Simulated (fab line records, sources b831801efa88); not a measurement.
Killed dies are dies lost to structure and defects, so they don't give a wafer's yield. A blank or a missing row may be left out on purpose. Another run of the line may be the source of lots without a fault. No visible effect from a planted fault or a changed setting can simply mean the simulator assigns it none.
Which tool was responsible?    flow gf180mcu    12 lots with 36 wafers sampled at 3 steps, on a route of 602 steps

WHAT THE GAUGES READ, wafer by wafer
GF_M4_CD_MEAS_14: target cd 280 nm.
lot   measured      on        cdNm (nm)
L075  day 23 19:26  cdSem-01  281.8 281.8 282.0
L076  day 24 18:53  cdSem-01  278.9 279.7 279.3
L079  day 25 13:05  cdSem-01  280.1 281.4 280.0
L081  day 26 01:25  cdSem-01  277.9 278.5 278.1
L083  day 26 12:37  cdSem-01  277.7 277.6 277.4
L085  day 27 06:33  cdSem-01  281.5 280.6 279.7
L087  day 27 19:13  cdSem-02  281.9 281.3 282.4
L089  day 28 04:16  cdSem-01  280.3 279.5 279.5
L091  day 28 20:00  cdSem-02  278.5 279.1 279.4
L093  day 29 11:09  cdSem-02  281.1 281.5 281.6
L095  day 30 02:40  cdSem-01  278.8 279.6 278.2
L097  day 30 12:42  cdSem-02  280.5 280.1 279.2

EACH LOT AND THE TOOL THAT RAN IT (in order: tool; ch and the chambers of the sampled wafers; start)
lot   GF_V3_STRIP_18                       GF_V3_CMP_26
L075  plasmaAsher-01 ch 0,1, day 22 19:56  cmp-01 ch 0,2, day 22 20:53
L076  plasmaAsher-02 ch 1, day 23 19:22    cmp-01 ch 0,1,3, day 23 20:29
L079  plasmaAsher-01 ch 0,1, day 24 13:50  cmp-01 ch 0,1,3, day 24 14:52
L081  plasmaAsher-02 ch 0,1, day 25 02:43  cmp-01 ch 0,1,2, day 25 03:41
L083  plasmaAsher-02 ch 0,1, day 25 14:15  cmp-02 ch 0,3, day 25 15:13
L085  plasmaAsher-04 ch 1, day 26 08:08    cmp-01 ch 0,1, day 26 09:04
L087  plasmaAsher-02 ch 0,1, day 26 22:02  cmp-02 ch 1,2,3, day 26 22:59
L089  plasmaAsher-04 ch 0,1, day 27 07:14  cmp-01 ch 0,1,2, day 27 08:11
L091  plasmaAsher-04 ch 0,1, day 27 23:08  cmp-01 ch 0,2,3, day 28 00:05
L093  plasmaAsher-01 ch 0,1, day 28 14:16  cmp-02 ch 1,2,3, day 28 15:13
L095  plasmaAsher-02 ch 0,1, day 29 06:07  cmp-01 ch 1,3, day 29 07:04
L097  plasmaAsher-04 ch 0,1, day 29 17:05  cmp-02 ch 0,1,3, day 29 18:04
- GF_V3_STRIP_18: strips in O2/N2.
- GF_V3_CMP_26: polishes, stops on SiO2, t overpolish 15 s, target thk 0 nm.

THE ANSWER, worked out from the rows above alone
Rule: usual is defined by the lots themselves. The widest of any qualifying gaps counts: lots, ordered by their means at a reading, are off when they make up no more than a third of the lots, leave a main group of 4 or more, and stand apart from it by 3 or more times the standard deviation of that group's means. If all means in a main group match to the digits the tables above print for the reading, that group is not used. A lot without any number at a reading at which 4 lots or more have one is off too. All remaining lots with rows at the step are treated as sound.
No lot is off on any of the readings shown, so nothing can be concluded from this.

WHAT THE SIMULATOR HAD INSERTED
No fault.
